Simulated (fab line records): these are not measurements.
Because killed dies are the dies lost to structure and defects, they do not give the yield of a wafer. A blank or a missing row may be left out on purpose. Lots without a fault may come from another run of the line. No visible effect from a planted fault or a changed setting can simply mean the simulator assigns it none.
Matching of chambers -- flow sky130 -- SKY_CONTACT_CMP_04 on cmp-01: 4 sister chambers
The step polishes SiO2. 8 wafers are shown with their chamber, then 6 later ones without.

WAFERS PAIRED WITH THEIR CHAMBERS
wafer,chamber,motor-current-A (A),head-pressure-psi (psi)
L813.1,2,11.4,4.026
L817.4,3,10.6,3.999
L817.6,2,11.3,4.005
L823.3,0,12.7,3.990
L823.5,1,12.1,3.997
L831.1,3,10.5,3.999
L831.3,0,12.6,3.990
L831.6,1,11.4,3.994

WAFERS WITH NO CHAMBER GIVEN
wafer,motor-current-A (A),head-pressure-psi (psi)
L833.1,10.5,3.996
L833.4,12.2,3.986
L833.6,12.4,3.998
L835.2,10.9,4.005
L835.3,11.3,4.004
L835.4,13.1,4.022

EACH ONE'S CHAMBER
wafer,from the rows above,in truth
L833.1,3,3
L833.4,can't be placed: 0 or 1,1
L833.6,can't be placed: 0 or 1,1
L835.2,can't be placed: 3 or 2 or 1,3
L835.3,can't be placed: 2 or 1 or 3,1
L835.4,can't be placed: 0 or 1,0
Correct placement for 1 of the 6. Unplaceable from these rows: 5, with the true chamber sitting among the candidates in 5. Placed wrongly: 0.
How it was worked out, from the rows above alone: a wafer's distance from a chamber is the root of the sum, over the readings, of the square of ((its reading less the chamber's mean) divided by the reading's scatter). The wafer belongs to the nearest chamber; if the next one is less than 2 further off, it can't be placed. For every chamber, the mean is computed from those of its wafers that are shown. The scatter: the root of (the sum of the squares of (reading less its chamber's mean) over the shown wafers, divided by (wafers less chambers)).
